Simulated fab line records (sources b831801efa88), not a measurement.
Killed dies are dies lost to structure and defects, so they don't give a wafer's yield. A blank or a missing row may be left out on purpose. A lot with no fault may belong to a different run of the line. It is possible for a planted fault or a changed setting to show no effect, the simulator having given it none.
2 desks looking at one fault || flow sky130 || numbers are kept per desk, each desk with only its own; the story behind them comes last

AT THE METROLOGY DESK
What the gauges read, lot by lot, whatever tool the lot ran on: means of the sampled wafers that have a number. Marked OUT: a lot whose mean sits more than 4 standard deviations from the usual mean, which makes it out of limits; the brackets give that distance.
Columns: A = VIA4_W_THK at SKY_VIA4_THK_MEAS_20, usual 517 nm
{"lot": "L765", "first seen here": "day 42 22:49", "A": 515}
{"lot": "L766", "first seen here": "day 43 02:38", "A": 517}
{"lot": "L770", "first seen here": "day 44 17:04", "A": 524}
{"lot": "L769", "first seen here": "day 44 21:23", "A": 527}
{"lot": "L768", "first seen here": "day 44 21:40", "A": 518}
{"lot": "L771", "first seen here": "day 45 01:49", "A": 501}
{"lot": "L773", "first seen here": "day 45 06:08", "A": 504}
{"lot": "L772", "first seen here": "day 45 08:37", "A": 511}
{"lot": "L778", "first seen here": "day 46 11:46", "A": 511}
{"lot": "L785", "first seen here": "day 48 13:49", "A": 527}
{"lot": "L787", "first seen here": "day 48 16:37", "A": 509}
Finding of this desk: none of the 11 lots has anything out of limits.

DESK OF THE TOOL OWNER: rie-diel-01
The tool's own readings at SKY_POLY_CUT_ETCH_11 (etches Si3N4 in CF4/CH2F2/Ar, stops on poly-Si, time 42.5 s, target depth 60 nm): means of the sampled wafers that have a number, for each lot that ran on this tool. Marked OUT: a lot whose mean sits more than 4 standard deviations from the usual mean, which makes it out of limits; the brackets give that distance.
Columns: A = ch2f2-flow-sccm at SKY_POLY_CUT_ETCH_11, usual 20.00 sccm; B = drypump-motor-current-A at SKY_POLY_CUT_ETCH_11, usual 5.6 A; C = oes-product-au at SKY_POLY_CUT_ETCH_11, usual 0.829 a.u.; D = throttle-valve-pct at SKY_POLY_CUT_ETCH_11, usual 14.996 %
{"lot": "L766", "first seen here": "day 24 13:00", "A": 19.95, "B": 5.3, "C": 0.822, "D": 14.993}
{"lot": "L770", "first seen here": "day 26 16:42", "A": 20.05, "B": 5.3, "C": 0.826, "D": 14.992}
{"lot": "L769", "first seen here": "day 26 19:06", "A": 20.03, "B": 5.3, "C": 0.831, "D": 14.988}
{"lot": "L768", "first seen here": "day 27 00:21", "A": 20.01, "B": 5.3, "C": 0.818, "D": 14.994}
{"lot": "L773", "first seen here": "day 27 08:03", "A": 20.05, "B": 5.4, "C": 0.829, "D": 14.995}
{"lot": "L772", "first seen here": "day 27 10:39", "A": 20.04, "B": 5.4, "C": 0.818, "D": 14.988}
{"lot": "L775", "first seen here": "day 28 06:46", "A": 19.96, "B": 5.2, "C": 0.827, "D": 14.994}
{"lot": "L785", "first seen here": "day 32 01:43", "A": 19.98, "B": 5.6, "C": 0.836, "D": 15.007}
Finding of this desk: none of the 8 lots has anything out of limits.

TAKEN TOGETHER
From the metrology desk's view, nothing was out of limits.
The tool owner's desk saw nothing out of limits.

WHAT WAS PUT IN BY THE SIMULATOR
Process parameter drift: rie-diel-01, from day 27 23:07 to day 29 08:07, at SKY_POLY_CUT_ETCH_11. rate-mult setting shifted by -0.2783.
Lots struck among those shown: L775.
